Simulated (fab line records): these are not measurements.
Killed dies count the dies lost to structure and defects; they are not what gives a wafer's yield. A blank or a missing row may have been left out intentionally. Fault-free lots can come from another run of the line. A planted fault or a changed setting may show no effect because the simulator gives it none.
Which of the tools did it? || flow gf180mcu || 13 lots with 39 wafers sampled at 4 steps, on a route of 602 steps

== WHAT EACH GAUGE READ, for each wafer ==
GF_VT_IMPLANT_TW_MEAS_10.
{"lot": "L569", "measured": "day 6 01:51", "on": "film metro-04", "VT_IMPLANT_TW": "565 568 569"}
{"lot": "L570", "measured": "day 6 05:13", "on": "film metro-04", "VT_IMPLANT_TW": "566 567 568"}
{"lot": "L571", "measured": "day 6 11:17", "on": "film metro-04", "VT_IMPLANT_TW": "570 568 567"}
{"lot": "L574", "measured": "day 7 10:22", "on": "film metro-04", "VT_IMPLANT_TW": "569 566 573"}
{"lot": "L575", "measured": "day 7 11:37", "on": "film metro-01", "VT_IMPLANT_TW": "563 560 561"}
{"lot": "L576", "measured": "day 7 18:19", "on": "film metro-02", "VT_IMPLANT_TW": "561 561 560"}
{"lot": "L577", "measured": "day 7 20:47", "on": "film metro-04", "VT_IMPLANT_TW": "568 570 568"}
{"lot": "L579", "measured": "day 8 11:11", "on": "film metro-04", "VT_IMPLANT_TW": "568 567 568"}
{"lot": "L580", "measured": "day 8 16:14", "on": "film metro-01", "VT_IMPLANT_TW": "558 559 558"}
{"lot": "L582", "measured": "day 9 07:50", "on": "film metro-04", "VT_IMPLANT_TW": "572 573 569"}
{"lot": "L588", "measured": "day 10 18:14", "on": "film metro-01", "VT_IMPLANT_TW": "562 559 559"}
{"lot": "L590", "measured": "day 11 05:17", "on": "film metro-01", "VT_IMPLANT_TW": "559 562 562"}
{"lot": "L591", "measured": "day 11 10:41", "on": "film metro-02", "VT_IMPLANT_TW": "561 558 560"}

GF_POLY_GATE_CD_MEAS_10 targets a cd of 280 nm.
{"lot": "L569", "measured": "day 9 15:11", "on": "cd sem-02", "cd nm (nm)": "282.3 280.7 280.9"}
{"lot": "L570", "measured": "day 9 18:46", "on": "cd sem-02", "cd nm (nm)": "277.5 278.9 278.8"}
{"lot": "L571", "measured": "day 10 01:47", "on": "cd sem-01", "cd nm (nm)": "280.0 281.3 279.8"}
{"lot": "L574", "measured": "day 11 06:50", "on": "cd sem-01", "cd nm (nm)": "279.5 279.6 279.2"}
{"lot": "L575", "measured": "day 11 06:39", "on": "cd sem-02", "cd nm (nm)": "278.7 279.6 279.3"}
{"lot": "L576", "measured": "day 11 13:50", "on": "cd sem-01", "cd nm (nm)": "277.9 280.1 279.1"}
{"lot": "L577", "measured": "day 11 15:44", "on": "cd sem-02", "cd nm (nm)": "279.3 279.6 278.2"}
{"lot": "L579", "measured": "day 12 09:43", "on": "cd sem-01", "cd nm (nm)": "280.3 280.8 279.2"}
{"lot": "L580", "measured": "day 12 14:03", "on": "cd sem-02", "cd nm (nm)": "279.9 279.1 281.2"}
{"lot": "L582", "measured": "day 13 08:36", "on": "cd sem-02", "cd nm (nm)": "280.3 280.7 280.1"}
{"lot": "L588", "measured": "day 15 03:13", "on": "cd sem-02", "cd nm (nm)": "279.4 280.5 281.2"}
{"lot": "L590", "measured": "day 15 21:22", "on": "cd sem-02", "cd nm (nm)": "280.4 280.1 279.8"}
{"lot": "L591", "measured": "day 16 00:05", "on": "cd sem-02", "cd nm (nm)": "280.4 279.6 279.4"}

GF_POLY_GATE_THK_MEAS_17.
{"lot": "L569", "measured": "day 9 16:50", "on": "film metro-02", "POLY_GATE_OXIDATION_THK (nm)": "3.98 3.81 4.09"}
{"lot": "L570", "measured": "day 9 20:46", "on": "film metro-01", "POLY_GATE_OXIDATION_THK (nm)": "3.93 3.86 3.75"}
{"lot": "L571", "measured": "day 10 03:27", "on": "film metro-01", "POLY_GATE_OXIDATION_THK (nm)": "4.03 3.99 3.99"}
{"lot": "L574", "measured": "day 11 08:35", "on": "film metro-03", "POLY_GATE_OXIDATION_THK (nm)": "3.88 3.90 4.01"}
{"lot": "L575", "measured": "day 11 08:35", "on": "film metro-02", "POLY_GATE_OXIDATION_THK (nm)": "4.14 4.13 4.11"}
{"lot": "L576", "measured": "day 11 15:38", "on": "film metro-02", "POLY_GATE_OXIDATION_THK (nm)": "3.99 4.04 4.00"}
{"lot": "L577", "measured": "day 11 17:47", "on": "film metro-02", "POLY_GATE_OXIDATION_THK (nm)": "4.18 4.15 4.07"}
{"lot": "L579", "measured": "day 12 11:51", "on": "film metro-02", "POLY_GATE_OXIDATION_THK (nm)": "3.99 4.01 4.01"}
{"lot": "L580", "measured": "day 12 16:47", "on": "film metro-01", "POLY_GATE_OXIDATION_THK (nm)": "4.06 4.05 3.97"}
{"lot": "L582", "measured": "day 13 11:31", "on": "film metro-01", "POLY_GATE_OXIDATION_THK (nm)": "3.97 4.03 4.03"}
{"lot": "L588", "measured": "day 15 06:49", "on": "film metro-02", "POLY_GATE_OXIDATION_THK (nm)": "3.99 3.83 3.90"}
{"lot": "L590", "measured": "day 16 00:46", "on": "film metro-02", "POLY_GATE_OXIDATION_THK (nm)": "4.04 4.03 3.98"}
{"lot": "L591", "measured": "day 16 02:16", "on": "film metro-02", "POLY_GATE_OXIDATION_THK (nm)": "4.02 3.99 4.07"}

== EACH LOT AND THE TOOL THAT RAN IT (in order: tool; ch and the chambers of the sampled wafers; start) ==
{"lot": "L569", "GF_POLY_GATE_ETCH_12": "rie diel-02 ch 0,1,3, day 9 15:18"}
{"lot": "L570", "GF_POLY_GATE_ETCH_12": "rie diel-03 ch 1,2,3, day 9 18:54"}
{"lot": "L571", "GF_POLY_GATE_ETCH_12": "rie diel-03 ch 1,2, day 10 01:57"}
{"lot": "L574", "GF_POLY_GATE_ETCH_12": "rie diel-03 ch 1,2,3, day 11 07:00"}
{"lot": "L575", "GF_POLY_GATE_ETCH_12": "rie diel-01 ch 1,2,3, day 11 06:47"}
{"lot": "L576", "GF_POLY_GATE_ETCH_12": "rie diel-02 ch 0,1,2, day 11 13:59"}
{"lot": "L577", "GF_POLY_GATE_ETCH_12": "rie diel-03 ch 1,2,3, day 11 15:52"}
{"lot": "L579", "GF_POLY_GATE_ETCH_12": "rie diel-02 ch 0,1, day 12 09:50"}
{"lot": "L580", "GF_POLY_GATE_ETCH_12": "rie diel-02 ch 0,1,2, day 12 14:11"}
{"lot": "L582", "GF_POLY_GATE_ETCH_12": "rie diel-02 ch 0,1,2, day 13 08:44"}
{"lot": "L588", "GF_POLY_GATE_ETCH_12": "rie diel-02 ch 0,2,3, day 15 03:20"}
{"lot": "L590", "GF_POLY_GATE_ETCH_12": "rie diel-03 ch 0,1,2, day 15 21:29"}
{"lot": "L591", "GF_POLY_GATE_ETCH_12": "rie diel-03 ch 1,2, day 16 00:13"}
- GF_POLY_GATE_ETCH_12: etches BARC in N2/H2.

== WHAT THE TOOLS THEMSELVES READ (means of the sampled wafers that have a number; where no wafer has one, the mark that the record gives instead) ==
GF_POLY_GATE_ETCH_12.
{"lot": "L569", "tool": "rie diel-02", "chamber pressure mTorr (mTorr)": 29.994, "drypump motor current A (A)": 5.8, "n2 flow sccm (sccm)": 100.26, "oes product au (a.u.)": 0.734, "rf fwd power W (W)": 495.6, "throttle valve pct (%)": 13.214}
{"lot": "L570", "tool": "rie diel-03", "chamber pressure mTorr (mTorr)": 29.974, "drypump motor current A (A)": 5.5, "n2 flow sccm (sccm)": 99.96, "oes product au (a.u.)": 0.736, "rf fwd power W (W)": 495.6, "throttle valve pct (%)": 13.217}
{"lot": "L571", "tool": "rie diel-03", "chamber pressure mTorr (mTorr)": 29.995, "drypump motor current A (A)": 5.5, "n2 flow sccm (sccm)": 100.01, "oes product au (a.u.)": 0.736, "rf fwd power W (W)": 493.7, "throttle valve pct (%)": 13.211}
{"lot": "L574", "tool": "rie diel-03", "chamber pressure mTorr (mTorr)": 30.022, "drypump motor current A (A)": 5.5, "n2 flow sccm (sccm)": 100.09, "oes product au (a.u.)": 0.738, "rf fwd power W (W)": 495.1, "throttle valve pct (%)": 13.215}
{"lot": "L575", "tool": "rie diel-01", "chamber pressure mTorr (mTorr)": 29.992, "drypump motor current A (A)": 5.8, "n2 flow sccm (sccm)": 99.91, "oes product au (a.u.)": 0.735, "rf fwd power W (W)": 496.0, "throttle valve pct (%)": 13.209}
{"lot": "L576", "tool": "rie diel-02", "chamber pressure mTorr (mTorr)": 30.008, "drypump motor current A (A)": 5.7, "n2 flow sccm (sccm)": 99.64, "oes product au (a.u.)": 0.735, "rf fwd power W (W)": 495.0, "throttle valve pct (%)": 13.216}
{"lot": "L577", "tool": "rie diel-03", "chamber pressure mTorr (mTorr)": 29.991, "drypump motor current A (A)": 5.5, "n2 flow sccm (sccm)": 100.00, "oes product au (a.u.)": 0.736, "rf fwd power W (W)": 496.9, "throttle valve pct (%)": 13.215}
{"lot": "L579", "tool": "rie diel-02", "chamber pressure mTorr (mTorr)": 30.024, "drypump motor current A (A)": 5.4, "n2 flow sccm (sccm)": 100.26, "oes product au (a.u.)": 0.733, "rf fwd power W (W)": 496.0, "throttle valve pct (%)": 13.215}
{"lot": "L580", "tool": "rie diel-02", "chamber pressure mTorr (mTorr)": 30.006, "drypump motor current A (A)": 5.7, "n2 flow sccm (sccm)": 99.99, "oes product au (a.u.)": 0.737, "rf fwd power W (W)": 494.9, "throttle valve pct (%)": 13.213}
{"lot": "L582", "tool": "rie diel-02", "chamber pressure mTorr (mTorr)": 30.021, "drypump motor current A (A)": 5.7, "n2 flow sccm (sccm)": 100.30, "oes product au (a.u.)": 0.734, "rf fwd power W (W)": 495.5, "throttle valve pct (%)": 13.214}
{"lot": "L588", "tool": "rie diel-02", "chamber pressure mTorr (mTorr)": 29.994, "drypump motor current A (A)": 6.1, "n2 flow sccm (sccm)": 99.85, "oes product au (a.u.)": 0.730, "rf fwd power W (W)": 428.9, "throttle valve pct (%)": 13.215}
{"lot": "L590", "tool": "rie diel-03", "chamber pressure mTorr (mTorr)": 30.038, "drypump motor current A (A)": 5.4, "n2 flow sccm (sccm)": 99.94, "oes product au (a.u.)": 0.740, "rf fwd power W (W)": 495.7, "throttle valve pct (%)": 13.212}
{"lot": "L591", "tool": "rie diel-03", "chamber pressure mTorr (mTorr)": 30.019, "drypump motor current A (A)": 5.5, "n2 flow sccm (sccm)": 100.39, "oes product au (a.u.)": 0.734, "rf fwd power W (W)": 493.7, "throttle valve pct (%)": 13.222}

== THE ANSWER, worked out from the rows above alone ==
Rule: the lots themselves supply what counts as usual. Put in order of their means at a reading, lots are off if they are a third of the lots or fewer, leave a main group of 4 or more, and stand apart from it by a gap of 3 or more times the standard deviation of the main group's means; of several such gaps the widest counts. Not used: any main group whose means are identical at the precision the tables above print for the reading. A lot without any number at a reading at which 4 lots or more have one is off too. The other lots that the step has rows for count as sound. First the gauges in route order, then the tools' own readings, where a lot's mean is used as printed above. At the first step where some lot is off, the reading lying furthest off is the one used; lots without a number count as furthest.
Off: L588 (GF_POLY_GATE_ETCH_12, rf fwd power W). Mean 495.3 W and standard deviation 0.88 in the main group.
A tool fits if, at that step or a process step before it, it ran every lot that is off, and no sound lot after the first of them. One candidate fits, namely rie diel-02 at GF_POLY_GATE_ETCH_12. Its last sound lot is L582 (day 13 08:44), its first lot that is off L588 (day 15 03:20): a fault that began between those two fits.
On the lots that are off, the tool's own readings at GF_POLY_GATE_ETCH_12 differ by more than 5 times the standard deviation of the sound lots' means, which bears it out; rf fwd power W reads 428.9 W there versus 495.3 W on the sound lots.

== WHAT WAS PUT IN BY THE SIMULATOR ==
rie diel-02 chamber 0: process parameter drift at GF_POLY_GATE_ETCH_12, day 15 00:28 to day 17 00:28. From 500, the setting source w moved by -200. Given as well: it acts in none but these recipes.
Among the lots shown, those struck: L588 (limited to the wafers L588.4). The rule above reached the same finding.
